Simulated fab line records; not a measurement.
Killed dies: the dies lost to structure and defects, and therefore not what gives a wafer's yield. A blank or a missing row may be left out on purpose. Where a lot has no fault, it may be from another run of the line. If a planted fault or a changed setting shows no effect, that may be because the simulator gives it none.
fab line records    flow gf180mcu
[record] lots = 7  wafers = 21  lastDay = 32
route steps=602 shown M1@316
lots with no fault: from the same line, run without faults
startH: hours from the record's first day to the start of the lot's first wafer shown    waitH: hours since the lot's step before    " the same as in the row above    L1.1+2: a row that stands for several wafers    - no value present, or no start provided    * or withheld: withheld    < > ~ a bound
route shown NAME@n: NAME is a module with steps in the file, n the number in the route of the first one    usual: average and standard deviation across the fault-free wafers    same: alike in all rows    chamber/n: place in a boat    sites: the reading at each site    _std_site: how widely they spread, as a standard deviation    _edge_site: outer sites' mean less inner sites'    radiusMm: how far each site lies from the wafer's centre    mask NAME#n: copy n    behind: tool/chamber where the wafer was last shaped    hold: cause of the lot's hold/its duration in hours/its outcome    device: the n, p or np transistor that did not switch    end of line: tests of these same wafers at the route's end    for a step that has no rows: nothing shown but its recipe    killed: dies lost to structure and defects at the first sort, not the wafer's yield    map: dies across one wafer; x = killed, . = not, _ = none there
set.NAME: the setting that was run; set.NAME@STEP: the one run at that earlier step    model.NAME: the simulator's own value behind a step, which no gauge read
lots seen at some steps along the route; tables by step, rows by wafer
services: a tool's chamber out of use, with start hour (startH, from the record's first day; less than 0 if before it), hours out, and reason
[[steps]]
[step GF_M1_SPUTTER_01]
[recipe] material = TiN  targetThkNm = 30  powerW = 6500  timeS = 25  chamberPressurePa = 0.4
[usual] throttleValvePct = 30.2/1.2
lot.wafer  tool           chamber  startH  waitH  throttleValvePct
L332.1     pvdSputter-03  -        409.64  0.1    29.4
L332.5     "              -        "       "      29.6
L332.6     "              -        "       "      31.0
L334.2     pvdSputter-01  -        424.98  0.1    30.6
L334.3     "              -        "       "      30.6
L334.6     "              -        "       "      30.2
L336.4     pvdSputter-04  -        437.10  0.1    29.6
L336.5     "              -        "       "      27.7
L336.6     "              -        "       "      29.6
L343.3     pvdSputter-04  -        497.98  0.1    29.5
L343.4     "              -        "       "      32.3
L343.5     "              -        "       "      29.4
L348.3     pvdSputter-03  -        539.70  0.1    29.7
L348.4     "              -        "       "      30.2
L348.6     "              -        "       "      30.0
L349.2     pvdSputter-04  -        545.37  0.1    32.1
L349.4     "              -        "       "      29.8
L349.5     "              -        "       "      32.2
L350.3     pvdSputter-04  -        564.09  0.1    29.6
L350.4     "              -        "       "      32.3
L350.6     "              -        "       "      29.5
[step GF_M1_SPUTTER_02]
[recipe] material = AlCu  targetThkNm = 450  powerW = 10600  timeS = 23.9  chamberPressurePa = 0.4
[usual] throttleValvePct = 30.2/1.1
lot.wafer  tool           chamber  startH  waitH  throttleValvePct
L332.1     pvdSputter-03  -        409.67  0.0    29.6
L332.5     "              -        "       "      29.6
L332.6     "              -        "       "      30.9
L334.2     pvdSputter-01  -        425.01  0.0    30.6
L334.3     "              -        "       "      30.4
L334.6     "              -        "       "      30.1
L336.4     pvdSputter-04  -        437.13  0.0    29.7
L336.5     "              -        "       "      27.8
L336.6     "              -        "       "      29.4
L343.3     pvdSputter-04  -        498.01  0.0    29.5
L343.4     "              -        "       "      32.1
L343.5     "              -        "       "      29.1
L348.3     pvdSputter-03  -        539.73  0.0    29.3
L348.4     "              -        "       "      30.4
L348.6     "              -        "       "      30.4
L349.2     pvdSputter-04  -        545.40  0.0    32.3
L349.4     "              -        "       "      29.6
L349.5     "              -        "       "      32.2
L350.3     pvdSputter-04  -        564.12  0.0    29.5
L350.4     "              -        "       "      32.1
L350.6     "              -        "       "      29.6
[step GF_M1_SPUTTER_03]
[recipe] material = Ti  targetThkNm = 10  substrateTempC = 300  chamberPressurePa = 0.3  powerW = 3000  timeS = 6.7
[usual] throttleValvePct = 30.2/1.1
lot.wafer  tool           chamber  startH  waitH  throttleValvePct
L332.1     pvdSputter-03  -        409.70  0.0    29.4
L332.5     "              -        "       "      29.8
L332.6     "              -        "       "      30.7
L334.2     pvdSputter-01  -        425.04  0.0    30.7
L334.3     "              -        "       "      30.7
L334.6     "              -        "       "      30.2
L336.4     pvdSputter-04  -        437.16  0.0    29.4
L336.5     "              -        "       "      27.7
L336.6     "              -        "       "      29.4
L343.3     pvdSputter-04  -        498.04  0.0    29.7
L343.4     "              -        "       "      32.0
L343.5     "              -        "       "      29.4
L348.3     pvdSputter-03  -        539.76  0.0    29.6
L348.4     "              -        "       "      30.2
L348.6     "              -        "       "      30.2
L349.2     pvdSputter-04  -        545.43  0.0    32.1
L349.4     "              -        "       "      29.5
L349.5     "              -        "       "      31.9
L350.3     pvdSputter-04  -        564.15  0.0    29.6
L350.4     "              -        "       "      32.3
L350.6     "              -        "       "      29.5
[step GF_M1_SPUTTER_04]
[recipe] material = TiN  targetThkNm = 50  powerW = 6500  timeS = 41.7  chamberPressurePa = 0.4
[usual] throttleValvePct = 30.2/1.1
lot.wafer  tool           chamber  startH  waitH  throttleValvePct
L332.1     pvdSputter-03  -        409.72  0.0    29.7
L332.5     "              -        "       "      29.6
L332.6     "              -        "       "      30.9
L334.2     pvdSputter-01  -        425.06  0.0    30.6
L334.3     "              -        "       "      30.3
L334.6     "              -        "       "      30.3
L336.4     pvdSputter-04  -        437.18  0.0    29.5
L336.5     "              -        "       "      27.6
L336.6     "              -        "       "      29.6
L343.3     pvdSputter-04  -        498.06  0.0    29.3
L343.4     "              -        "       "      32.0
L343.5     "              -        "       "      29.5
L348.3     pvdSputter-03  -        539.78  0.0    29.5
L348.4     "              -        "       "      30.1
L348.6     "              -        "       "      30.2
L349.2     pvdSputter-04  -        545.45  0.0    32.2
L349.4     "              -        "       "      29.5
L349.5     "              -        "       "      31.9
L350.3     pvdSputter-04  -        564.17  0.0    29.5
L350.4     "              -        "       "      32.3
L350.6     "              -        "       "      29.5
[step GF_M1_RS_MEAS_05]
[recipe] thkMeasGauge = four-point-probe  reads = TiN_of_M1_SPUTTER_04+Ti_of_M1_SPUTTER_03+AlCu_of_M1_SPUTTER_02+TiN_of_M1_SPUTTER_01+Ti_of_M1_SPUTTER_00
[usual] M1_ALCU_RS = 0.0699/0.00078
lot.wafer  tool          chamber  startH  waitH  M1_ALCU_RS[ohm/sq]
L332.1     filmMetro-04  -        409.76  0.0    0.0711
L332.5     "             -        "       "      0.0709
L332.6     "             -        "       "      0.0705
L334.2     filmMetro-03  -        425.12  0.0    0.0702
L334.3     "             -        "       "      0.0703
L334.6     "             -        "       "      0.0698
L336.4     filmMetro-03  -        437.28  0.1    0.0697
L336.5     "             -        "       "      0.0693
L336.6     "             -        "       "      0.0697
L343.3     filmMetro-02  -        498.14  0.1    0.0685
L343.4     "             -        "       "      0.0687
L343.5     "             -        "       "      0.0687
L348.3     filmMetro-04  -        539.86  0.1    0.0700
L348.4     "             -        "       "      0.0708
L348.6     "             -        "       "      0.0704
L349.2     filmMetro-02  -        545.51  0.0    0.0692
L349.4     "             -        "       "      0.0695
L349.5     "             -        "       "      0.0694
L350.3     filmMetro-02  -        564.25  0.1    0.0697
L350.4     "             -        "       "      0.0700
L350.6     "             -        "       "      0.0700
[step GF_M1_THK_MEAS_06]
[recipe] thkMeasGauge = xrf  reads = AlCu_of_M1_SPUTTER_02
[usual] M1_ALCU_THK = 447/5.3
lot.wafer  tool          chamber  startH  waitH  M1_ALCU_THK[nm]
L332.1     filmMetro-04  -        409.88  0.1    437
L332.5     "             -        "       "      439
L332.6     "             -        "       "      440
L334.2     filmMetro-03  -        425.23  0.1    442
L334.3     "             -        "       "      443
L334.6     "             -        "       "      447
L336.4     filmMetro-03  -        437.37  0.1    448
L336.5     "             -        "       "      449
L336.6     "             -        "       "      448
L343.3     filmMetro-02  -        498.24  0.1    458
L343.4     "             -        "       "      452
L343.5     "             -        "       "      454
L348.3     filmMetro-04  -        539.96  0.1    446
L348.4     "             -        "       "      445
L348.6     "             -        "       "      444
L349.2     filmMetro-02  -        545.62  0.1    451
L349.4     "             -        "       "      449
L349.5     "             -        "       "      446
L350.3     filmMetro-02  -        564.35  0.1    447
L350.4     "             -        "       "      441
L350.6     "             -        "       "      446
[step GF_M1_DEHYDRATE_07]
[recipe] tempC = 200  timeS = 60
[step GF_M1_HMDS_08]
[recipe] primeTimeS = 60  primeTempC = 120
[step GF_M1_COAT_09]
[recipe] resist = KrF  spinRpm = withheld  resistThkNm = 1000
[step GF_M1_SOFTBAKE_10]
[recipe] tempC = 130  timeS = 60  resist = KrF
[step GF_M1_EXPOSE_11]
[recipe] maskId = Metal1  targetCdNm = 230  na = 0.68  sourceShape = conventional  sigmaOuter = 0.6  doseMj = 28
[step GF_M1_PEB_12]
[recipe] pebTempC = 135  pebTimeS = 90  resist = KrF
[step GF_M1_DEVELOP_13]
[recipe] developTimeS = 60  devTempC = 21
[usual] chillPlateTempC = 23.00/0.12  developTimeS = 60/0
lot.wafer  tool           chamber  startH  waitH  chillPlateTempC  developTimeS  model.KrF_of_M1_COAT_09.thkNm
L332.1     lithoTrack-03  0        433.23  0.2    23.19            60            982.1
L332.5     "              0        "       "      23.16            60            980.1
L332.6     "              0        "       "      23.20            60            980.2
L334.2     lithoTrack-02  0        454.44  0.2    23.13            60            985.4
L334.3     "              0        "       "      23.15            60            984.6
L334.6     "              0        "       "      22.99            60            985.5
L336.4     lithoTrack-03  0        461.66  0.1    23.09            60            982.6
L336.5     "              0        "       "      22.77            60            983.6
L336.6     "              0        "       "      23.02            60            986.3
L343.3     lithoTrack-03  0        521.28  0.1    22.97            60            986.5
L343.4     "              0        "       "      22.98            60            986.5
L343.5     "              0        "       "      22.89            60            985.7
L348.3     lithoTrack-04  -        561.57  0.1    -                -             1002
L348.4     "              -        "       "      -                -             1003
L348.6     "              -        "       "      -                -             1002
L349.2     lithoTrack-04  -        567.75  0.2    -                -             997.9
L349.4     "              -        "       "      -                -             1000
L349.5     "              -        "       "      -                -             999.1
L350.3     lithoTrack-03  -        586.78  0.1    -                -             997.2
L350.4     "              -        "       "      -                -             995.6
L350.6     "              -        "       "      -                -             998.2
[step GF_M1_CD_MEAS_14]
[recipe] targetCdNm = 230
[usual] cdNm = 230.1/1.2
lot.wafer  tool      chamber  startH  waitH  cdNm
L332.1     cdSem-02  -        433.38  0.1    228.9
L332.5     "         -        "       "      230.3
L332.6     "         -        "       "      229.8
L334.2     cdSem-01  -        454.59  0.1    227.8
L334.3     "         -        "       "      227.9
L334.6     "         -        "       "      229.7
L336.4     cdSem-01  -        461.79  0.1    229.5
L336.5     "         -        "       "      228.0
L336.6     "         -        "       "      229.2
L343.3     cdSem-02  -        521.42  0.1    232.1
L343.4     "         -        "       "      231.2
L343.5     "         -        "       "      231.4
L348.3     cdSem-02  -        561.71  0.1    -
L348.4     "         -        "       "      -
L348.6     "         -        "       "      -
L349.2     cdSem-02  -        567.89  0.1    -
L349.4     "         -        "       "      -
L349.5     "         -        "       "      -
L350.3     cdSem-01  -        586.92  0.1    -
L350.4     "         -        "       "      -
L350.6     "         -        "       "      -
[[services]]
tool           chamber  startH  hours  kind
pvdSputter-03  -        412.81  4.5    repair
pvdSputter-01  -        422.04  1.3    repair
pvdSputter-04  -        423.87  2.7    repair
pvdSputter-03  -        455.78  3.9    repair
pvdSputter-03  0        484.85  -      consumableReplace:kit
pvdSputter-03  0        484.85  18.0   scheduledDown
pvdSputter-03  0        484.85  18.0   ventCycle
pvdSputter-01  2        486.55  -      consumableReplace:kit
pvdSputter-01  2        486.55  18.0   scheduledDown
pvdSputter-01  2        486.55  18.0   ventCycle
pvdSputter-03  -        494.54  2.9    repair
pvdSputter-04  1        511.07  -      consumableReplace:kit
pvdSputter-04  1        511.07  18.0   scheduledDown
pvdSputter-04  1        511.07  18.0   ventCycle
pvdSputter-03  -        534.30  2.5    repair
pvdSputter-01  -        547.60  4.8    repair
[[key]]
[firstSign] step = GF_M1_DEVELOP_13  reading = toolRecord  direction = missing
effect none on later readings
[modelEffect] step = GF_M1_DEVELOP_13  value = KrF_of_M1_COAT_09.thkNm  without = 984.5  struck = 999.4
metAt GF_M1_DEVELOP_13
struckWafers L348.3,L348.4,L348.6,L349.2,L349.4,L349.5,L350.3,L350.4,L350.6
laterRowsLeftOut L348.3,L348.4,L348.6,L349.2,L349.4,L349.5,L350.3,L350.4,L350.6
sortLeftOut L348.3,L348.4,L348.6,L349.2,L349.4,L349.5,L350.3,L350.4,L350.6
onsetBetween 521.28 561.57
[fault] kind = skippedStepWhole  tool = lithoTrack-03,lithoTrack-04  chamber = -  onsetH = 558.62  steps = GF_M1_DEVELOP_13  scope = struckLotsOnly
// sortLeftOut: the simulated sort isn't trusted on such a fault, so these wafers' sort isn't shown, and their yield isn't known
// laterRowsLeftOut: the simulator's readings of these wafers behind a module that went badly wrong aren't trusted and aren't shown, but for the sort
